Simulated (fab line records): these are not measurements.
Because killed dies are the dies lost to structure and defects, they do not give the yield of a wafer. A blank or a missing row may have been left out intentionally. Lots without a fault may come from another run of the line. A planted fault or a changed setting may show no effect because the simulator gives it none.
Chamber matching    flow sky130    3 sister chambers for SKY_CAPM_CVD_00 on pecvd-03
The step deposits SiO2, target thk 15.5 nm. 6 wafers are shown with their chamber, then 11 later ones without.

## WAFERS, EACH WITH ITS CHAMBER
wafer   chamber  heater power w (W)
L084.5  1        732
L085.3  1        662
L085.5  2        545
L089.3  2        597
L089.6  0        632
L090.2  0        698

## WAFERS WITHOUT THEIR CHAMBER
wafer   heater power w (W)
L090.4  737
L090.5  600
L092.3  616
L092.4  608
L092.6  698
L094.4  585
L094.5  779
L094.6  561
L096.2  759
L096.3  688
L096.6  651

## WHICH CHAMBER EACH ONE RAN IN
wafer   from the rows above           in truth
L090.4  can't be placed: 1 or 0       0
L090.5  can't be placed: 2 or 0 or 1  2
L092.3  can't be placed: 2 or 0 or 1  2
L092.4  can't be placed: 2 or 0 or 1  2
L092.6  can't be placed: 1 or 0       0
L094.4  can't be placed: 2 or 0       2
L094.5  can't be placed: 1 or 0       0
L094.6  2                             2
L096.2  can't be placed: 1 or 0       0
L096.3  can't be placed: 1 or 0       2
L096.6  can't be placed: 0 or 1 or 2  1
Correct placement for 1 of the 11. Unplaceable from these rows: 10, with the true chamber sitting among the candidates in 9. Wrongly placed: 0.
How it was worked out, from the rows above alone: a wafer's distance from a chamber is the root of the sum, over the readings, of the square of ((its reading less the chamber's mean) divided by the reading's scatter). If the next closest chamber is less than 2 further off than the closest, the wafer can't be placed; otherwise it belongs to the closest. The mean given for a chamber averages the wafers shown for that chamber. The scatter: the root of (the sum of the squares of (reading less its chamber's mean) over the shown wafers, divided by (wafers less chambers)).
